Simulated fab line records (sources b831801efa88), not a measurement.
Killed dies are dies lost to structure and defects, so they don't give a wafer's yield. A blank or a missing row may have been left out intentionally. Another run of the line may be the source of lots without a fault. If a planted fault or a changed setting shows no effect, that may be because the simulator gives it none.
fab line records	flow gf180mcu
record: lots: 14	wafers: 42	lastDay: 32
route steps=602 shown STI@3 LVPWELL@62 VT_IMPLANT@132 DUAL_GATE@144
lots that met no fault: taken from a fault-free run of the same line
startH: hours from the record's opening day to when the first of the lot's shown wafers began	waitH: time in hours since the lot's previous step	" as in the row above	L1.1+2: a row that stands for several wafers	- either no value or no given start	* or withheld: withheld	< > ~ a bound
route shown NAME@n: NAME is a module with steps in the file, n the number in the route of the first one	usual: mean/standard deviation taken from wafers without a fault	same: alike in all rows	chamber/n: place in a boat	sites: each site's reading	_std_site: standard deviation of those values	_edge_site: mean of outer sites minus mean of inner sites	radiusMm: for every site, how far away it sits from the centre of the wafer	mask NAME#n: copy n	behind: the last tool/chamber to shape the wafer	hold: cause of the lot's hold/its duration in hours/its outcome	device: the transistor (n, p or np) that didn't switch	end of line: the tests these same wafers got at the end of their route	where a step has no rows: the recipe by itself	killed: dies lost to structure and defects at the first sort, not the wafer's yield	map: the dies of a wafer, with x for killed, . for not killed, _ for no die there
set.NAME: the setting the step ran with; set.NAME@STEP: the setting that earlier step ran with	model.NAME: the simulator's own value behind a step, which no gauge read
the route's steps for a sample of lots (tables are steps, rows are wafers)
services: the hour from which a tool's chamber was out of use, counted from the record's first day as startH (under 0 if before that day), plus the number of hours and why
== steps ==
step: GF_STI_THK_MEAS_02
recipe: reads: SiO2_of_STI_OXIDATION_01
usual: STI_OXIDATION_THK: 9.95/0.24
lot.wafer	tool	chamber	startH	waitH	STI_OXIDATION_THK[nm]
L783.1	filmMetro-02	-	12.26	0.0	9.81
L783.3	"	-	"	"	9.81
L783.4	"	-	"	"	9.85
L784.4	filmMetro-01	-	16.54	0.0	10.23
L784.5	"	-	"	"	10.21
L784.6	"	-	"	"	10.14
L785.1	filmMetro-02	-	21.51	0.0	9.55
L785.3	"	-	"	"	9.59
L785.6	"	-	"	"	9.77
L786.1	filmMetro-02	-	26.51	0.0	9.89
L786.2	"	-	"	"	10.07
L786.4	"	-	"	"	10.01
L787.1	filmMetro-02	-	31.51	0.0	9.95
L787.3	"	-	"	"	9.96
L787.4	"	-	"	"	10.07
L788.2	filmMetro-01	-	37.08	0.0	10.03
L788.4	"	-	"	"	9.89
L788.6	"	-	"	"	10.06
L789.1	filmMetro-04	-	41.52	0.0	10.29
L789.2	"	-	"	"	10.27
L789.5	"	-	"	"	10.09
L790.2	filmMetro-04	-	46.54	0.0	9.48
L790.3	"	-	"	"	9.70
L790.4	"	-	"	"	9.77
L791.1	filmMetro-04	-	52.40	0.0	9.96
L791.3	"	-	"	"	10.03
L791.5	"	-	"	"	9.92
L792.1	filmMetro-02	-	56.51	0.0	9.49
L792.2	"	-	"	"	9.57
L792.6	"	-	"	"	9.50
L793.1	filmMetro-02	-	63.32	0.0	10.35
L793.4	"	-	"	"	9.85
L793.5	"	-	"	"	10.14
L794.2	filmMetro-02	-	66.52	0.0	9.97
L794.5	"	-	"	"	10.11
L794.6	"	-	"	"	9.90
L795.1	filmMetro-02	-	71.51	0.0	10.06
L795.2	"	-	"	"	10.04
L795.4	"	-	"	"	9.95
L796.1	filmMetro-01	-	76.51	0.0	9.65
L796.4	"	-	"	"	9.87
L796.5	"	-	"	"	9.69
step: GF_LVPWELL_IMPLANT_08
recipe: species: B	energyKev: 170	doseCm2: 1.5e+13	tiltDeg: 0
usual: implantIonAmu: 11/0	tiltDeg: 0.003/0.016
lot.wafer	tool	chamber	startH	waitH	implantIonAmu	tiltDeg
L783.1	implanter-04	0	67.15	0.0	11	-0.001
L783.3	"	0	"	"	11	0.011
L783.4	"	0	"	"	11	0.006
L784.4	implanter-02	0	73.06	0.1	11	-0.017
L784.5	"	0	"	"	11	-0.009
L784.6	"	0	"	"	11	-0.010
L785.1	implanter-03	0	80.32	0.0	11	0.005
L785.3	"	0	"	"	11	-0.020
L785.6	"	0	"	"	11	-0.025
L786.1	implanter-02	0	85.27	0.0	11	0.002
L786.2	"	0	"	"	11	0.017
L786.4	"	0	"	"	11	0.020
L787.1	implanter-04	0	89.37	0.0	11	-0.002
L787.3	"	0	"	"	11	0.024
L787.4	"	0	"	"	11	0.004
L788.2	implanter-03	0	97.24	0.0	11	-0.001
L788.4	"	0	"	"	11	0.008
L788.6	"	0	"	"	11	0.026
L789.1	implanter-03	0	102.65	0.0	11	-0.006
L789.2	"	0	"	"	11	-0.018
L789.5	"	0	"	"	11	0.002
L790.2	implanter-03	0	109.52	0.0	11	0.004
L790.3	"	0	"	"	11	0.008
L790.4	"	0	"	"	11	0.022
L791.1	implanter-03	0	117.05	0.0	11	0.034
L791.3	"	0	"	"	11	0.038
L791.5	"	0	"	"	11	0.039
L792.1	implanter-04	0	120.12	0.0	11	-0.033
L792.2	"	0	"	"	11	-0.003
L792.6	"	0	"	"	11	0.005
L793.1	implanter-03	0	128.32	0.0	31	-0.018
L793.4	"	0	"	"	31	0.003
L793.5	"	0	"	"	31	-0.007
L794.2	implanter-03	0	131.17	0.0	31	-0.023
L794.5	"	0	"	"	31	-0.012
L794.6	"	0	"	"	31	-0.012
L795.1	implanter-02	0	137.37	0.0	31	0.015
L795.2	"	0	"	"	31	0.030
L795.4	"	0	"	"	31	-0.012
L796.1	implanter-02	0	141.15	0.0	31	-0.029
L796.4	"	0	"	"	31	0.022
L796.5	"	0	"	"	31	-0.009
step: GF_LVPWELL_TW_MEAS_11
usual: LVPWELL_TW: 569/5.2
lot.wafer	tool	chamber	startH	waitH	LVPWELL_TW
L783.1	filmMetro-04	-	67.55	0.1	569
L783.3	"	-	"	"	569
L783.4	"	-	"	"	571
L784.4	filmMetro-01	-	73.42	0.1	562
L784.5	"	-	"	"	566
L784.6	"	-	"	"	565
L785.1	filmMetro-04	-	80.72	0.1	574
L785.3	"	-	"	"	576
L785.6	"	-	"	"	576
L786.1	filmMetro-03	-	85.67	0.1	569
L786.2	"	-	"	"	571
L786.4	"	-	"	"	575
L787.1	filmMetro-03	-	89.77	0.1	571
L787.3	"	-	"	"	570
L787.4	"	-	"	"	572
L788.2	filmMetro-01	-	97.63	0.1	567
L788.4	"	-	"	"	566
L788.6	"	-	"	"	564
L789.1	filmMetro-03	-	103.05	0.1	565
L789.2	"	-	"	"	563
L789.5	"	-	"	"	567
L790.2	filmMetro-04	-	109.91	0.1	574
L790.3	"	-	"	"	575
L790.4	"	-	"	"	577
L791.1	filmMetro-01	-	117.45	0.1	565
L791.3	"	-	"	"	568
L791.5	"	-	"	"	564
L792.1	filmMetro-04	-	120.52	0.1	575
L792.2	"	-	"	"	575
L792.6	"	-	"	"	579
L793.1	filmMetro-03	-	128.72	0.1	1338
L793.4	"	-	"	"	1334
L793.5	"	-	"	"	1337
L794.2	filmMetro-01	-	131.56	0.1	1313
L794.5	"	-	"	"	1307
L794.6	"	-	"	"	1315
L795.1	filmMetro-03	-	137.77	0.1	1326
L795.2	"	-	"	"	1339
L795.4	"	-	"	"	1339
L796.1	filmMetro-01	-	141.55	0.1	1309
L796.4	"	-	"	"	1323
L796.5	"	-	"	"	1317
step: GF_VT_IMPLANT_STRIP_42
recipe: chemistry: O2/N2	powerW: 1400	pressureMtorr: 1500	platenTempC: 250	o2FlowSccm: 3000	n2FlowSccm: 300	overashFraction: 0.5
usual: drypumpMotorCurrentA: 6.0/0.31	heaterPowerW: 346/25	oesProductAu: 0.716/0.0042	platenTempC: 250.03/0.17	stripTimeToEndpointS: 12.64/0.037
lot.wafer	tool	chamber	startH	waitH	drypumpMotorCurrentA	heaterPowerW	oesProductAu	platenTempC	rfHoursCounterH	stripTimeToEndpointS
L783.1	plasmaAsher-04	1	153.97	0.1	6.1	319	0.712	250.03	36	12.62
L783.3	"	1	"	"	6.0	325	0.712	250.02	-	12.62
L783.4	"	0	"	"	6.1	308	0.717	250.02	-	12.62
L784.4	plasmaAsher-04	0	160.73	0.1	6.1	313	0.713	249.73	-	12.65
L784.5	"	1	"	"	6.1	318	0.729	250.15	-	12.64
L784.6	"	0	"	"	6.2	316	0.715	249.99	-	12.68
L785.1	plasmaAsher-01	1	170.30	0.1	5.5	334	0.718	249.91	5	12.65
L785.3	"	1	"	"	5.5	344	0.718	250.13	-	12.69
L785.6	"	0	"	"	6.2	358	0.713	249.81	-	12.67
L786.1	plasmaAsher-04	0	174.76	0.1	6.1	313	0.721	250.23	38	12.61
L786.2	"	1	"	"	6.1	329	0.718	250.06	38	12.61
L786.4	"	1	"	"	6.1	323	0.719	249.84	-	12.60
L787.1	plasmaAsher-01	1	181.65	0.1	5.5	335	0.717	250.44	7	12.66
L787.3	"	1	"	"	5.5	337	0.715	250.01	-	12.69
L787.4	"	0	"	"	6.1	360	0.715	249.90	-	12.69
L788.2	plasmaAsher-01	1	190.15	0.1	5.5	343	0.714	250.00	8	12.64
L788.4	"	1	"	"	5.5	341	0.713	250.22	-	12.59
L788.6	"	0	"	"	6.1	366	0.706	249.80	-	12.63
L789.1	plasmaAsher-02	0	198.36	0.1	6.5	391	0.711	250.23	56	12.70
L789.2	"	1	"	"	6.0	362	0.719	249.96	56	12.68
L789.5	"	0	"	"	6.5	377	0.721	249.93	-	12.70
L790.2	plasmaAsher-04	0	205.50	0.1	6.1	313	0.715	250.26	39	12.64
L790.3	"	0	"	"	6.1	315	0.720	250.11	-	12.63
L790.4	"	1	"	"	6.1	324	0.721	250.07	-	12.61
L791.1	plasmaAsher-01	1	215.80	0.1	5.5	339	0.712	249.79	11	12.70
L791.3	"	0	"	"	6.2	356	0.710	249.83	-	12.74
L791.5	"	1	"	"	5.5	332	0.717	249.89	-	12.69
L792.1	plasmaAsher-04	0	217.71	0.1	6.1	311	0.720	249.90	40	12.59
L792.2	"	1	"	"	6.1	327	0.718	250.02	40	12.62
L792.6	"	1	"	"	6.1	329	0.716	250.16	-	12.59
L793.1	plasmaAsher-01	0	228.01	0.1	6.2	368	0.718	249.98	12	12.64
L793.4	"	1	"	"	5.5	333	0.714	250.12	-	12.67
L793.5	"	0	"	"	6.2	349	0.717	249.86	-	12.66
L794.2	plasmaAsher-02	1	232.50	0.1	6.0	374	0.712	249.91	60	12.64
L794.5	"	1	"	"	6.0	375	0.718	249.86	-	12.61
L794.6	"	0	"	"	6.5	386	0.718	250.03	-	12.66
L795.1	plasmaAsher-02	1	238.55	0.1	6.0	370	0.714	249.90	60	12.66
L795.2	"	0	"	"	6.5	373	0.713	250.13	60	12.65
L795.4	"	0	"	"	6.5	379	0.718	249.98	-	12.65
L796.1	plasmaAsher-01	1	245.10	0.1	5.5	341	0.717	250.18	14	12.55
L796.4	"	0	"	"	6.1	369	0.717	250.26	-	12.60
L796.5	"	1	"	"	5.5	332	0.717	249.98	-	12.57
step: GF_VT_IMPLANT_RS_MEAS_48
recipe: thkMeasGauge: four-point-probe
usual: LVPWELL_RS: 1197.1/2.7
lot.wafer	tool	chamber	startH	waitH	LVPWELL_RS[ohm/sq]
L783.1	filmMetro-04	-	154.57	0.1	1193.6
L783.3	"	-	"	"	1194.5
L783.4	"	-	"	"	1195.3
L784.4	filmMetro-01	-	161.32	0.1	1193.3
L784.5	"	-	"	"	1193.1
L784.6	"	-	"	"	1195.0
L785.1	filmMetro-01	-	170.85	0.1	1198.4
L785.3	"	-	"	"	1200.7
L785.6	"	-	"	"	1198.7
L786.1	filmMetro-04	-	175.32	0.1	1196.7
L786.2	"	-	"	"	1195.7
L786.4	"	-	"	"	1197.3
L787.1	filmMetro-01	-	182.20	0.1	1197.1
L787.3	"	-	"	"	1201.7
L787.4	"	-	"	"	1200.9
L788.2	filmMetro-01	-	190.72	0.1	1191.8
L788.4	"	-	"	"	1194.9
L788.6	"	-	"	"	1191.9
L789.1	filmMetro-01	-	198.91	0.1	1196.0
L789.2	"	-	"	"	1195.4
L789.5	"	-	"	"	1196.4
L790.2	filmMetro-04	-	206.07	0.1	1197.1
L790.3	"	-	"	"	1192.3
L790.4	"	-	"	"	1196.4
L791.1	filmMetro-04	-	216.35	0.1	1194.1
L791.3	"	-	"	"	1195.9
L791.5	"	-	"	"	1198.7
L792.1	filmMetro-04	-	218.26	0.1	1195.4
L792.2	"	-	"	"	1194.0
L792.6	"	-	"	"	1196.6
L793.1	filmMetro-03	-	228.56	0.1	-
L793.4	"	-	"	"	-
L793.5	"	-	"	"	-
L794.2	filmMetro-03	-	233.08	0.1	-
L794.5	"	-	"	"	-
L794.6	"	-	"	"	-
L795.1	filmMetro-04	-	239.10	0.1	-
L795.2	"	-	"	"	-
L795.4	"	-	"	"	-
L796.1	filmMetro-01	-	245.65	0.1	-
L796.4	"	-	"	"	-
L796.5	"	-	"	"	-
step: GF_DUAL_GATE_THK_MEAS_03
recipe: reads: SiO2_of_DUAL_GATE_OXIDATION_02
usual: DUAL_GATE_OXIDATION_00_THK: 10.76/0.27
lot.wafer	tool	chamber	startH	waitH	DUAL_GATE_OXIDATION_00_THK[nm]
L783.1	filmMetro-04	-	156.50	0.0	11.27
L783.3	"	-	"	"	11.12
L783.4	"	-	"	"	10.95
L784.4	filmMetro-02	-	163.32	0.0	10.81
L784.5	"	-	"	"	11.02
L784.6	"	-	"	"	10.87
L785.1	filmMetro-01	-	172.72	0.0	10.99
L785.3	"	-	"	"	11.01
L785.6	"	-	"	"	10.96
L786.1	filmMetro-01	-	177.59	0.0	10.91
L786.2	"	-	"	"	11.16
L786.4	"	-	"	"	11.05
L787.1	filmMetro-04	-	184.07	0.0	11.26
L787.3	"	-	"	"	11.18
L787.4	"	-	"	"	11.27
L788.2	filmMetro-01	-	192.94	0.0	10.81
L788.4	"	-	"	"	10.59
L788.6	"	-	"	"	10.68
L789.1	filmMetro-01	-	200.78	0.0	11.14
L789.2	"	-	"	"	10.99
L789.5	"	-	"	"	11.15
L790.2	filmMetro-01	-	207.97	0.0	10.33
L790.3	"	-	"	"	10.63
L790.4	"	-	"	"	10.55
L791.1	filmMetro-01	-	218.23	0.0	10.69
L791.3	"	-	"	"	10.54
L791.5	"	-	"	"	10.52
L792.1	filmMetro-02	-	220.80	0.0	11.03
L792.2	"	-	"	"	10.75
L792.6	"	-	"	"	10.75
L793.1	filmMetro-04	-	230.43	0.0	10.50
L793.4	"	-	"	"	10.45
L793.5	"	-	"	"	10.38
L794.2	filmMetro-01	-	234.96	0.0	10.26
L794.5	"	-	"	"	10.11
L794.6	"	-	"	"	10.19
L795.1	filmMetro-02	-	240.97	0.0	10.67
L795.2	"	-	"	"	10.61
L795.4	"	-	"	"	10.59
L796.1	filmMetro-01	-	247.96	0.0	10.76
L796.4	"	-	"	"	10.60
L796.5	"	-	"	"	10.69
== services ==
tool	chamber	startH	hours	kind
implanter-03	-	63.78	4.0	pm
implanter-04	-	71.71	2.8	pm
plasmaAsher-02	-	91.08	2.1	repair
implanter-02	-	100.62	1.1	repair
implanter-04	-	107.83	2.8	repair
plasmaAsher-01	-	108.75	9.0	pm
plasmaAsher-01	0	108.75	9.0	ventCycle
plasmaAsher-01	1	108.75	9.0	ventCycle
implanter-02	-	113.71	5.1	pm
plasmaAsher-01	0	117.75	-	clean
plasmaAsher-01	1	117.75	-	clean
implanter-04	-	132.41	3.0	repair
implanter-02	-	179.81	1.4	repair
plasmaAsher-04	-	181.24	15.6	pm
plasmaAsher-02	-	227.07	1.0	repair
implanter-04	-	243.28	4.6	pm
== key ==
firstSign: step: GF_LVPWELL_IMPLANT_08	reading: implantIonAmu	direction: up	sigmas: 99+	usual: 11	struck: 31
effect: step: GF_LVPWELL_TW_MEAS_11	reading: LVPWELL_TW	direction: up	sigmas: 99+	usual: 569	struck: 1325
effect: step: GF_VT_IMPLANT_RS_MEAS_48	reading: LVPWELL_RS	direction: missing
metAt GF_LVPWELL_IMPLANT_08
struckLots L793,L794,L795,L796
sortLeftOut L793.1,L793.4,L793.5,L794.2,L794.5,L794.6,L795.1,L795.2,L795.4,L796.1,L796.4,L796.5
testerLeftOut L793,L794,L795,L796
notActingAt GF_STI_THK_MEAS_02,GF_VT_IMPLANT_STRIP_42,GF_DUAL_GATE_THK_MEAS_03
onsetBetween 120.12 128.32
fault: kind: wrongRecipeDownload	tool: implanter-02,implanter-03,implanter-04	chamber: -	onsetH: 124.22	steps: GF_LVPWELL_IMPLANT_08	wrongRecipe.notListed: 1
testerLeftOut: of these lots the tester's yield and bins aren't shown, on N5 and GAA mostly nor the transistor test; their killed dies are dies lost to structure and defects alone, not to doping, threshold or leakage, so they don't give the yield
sortLeftOut: the simulated sort isn't trusted on such a fault, so these wafers' sort isn't shown, and their yield isn't known
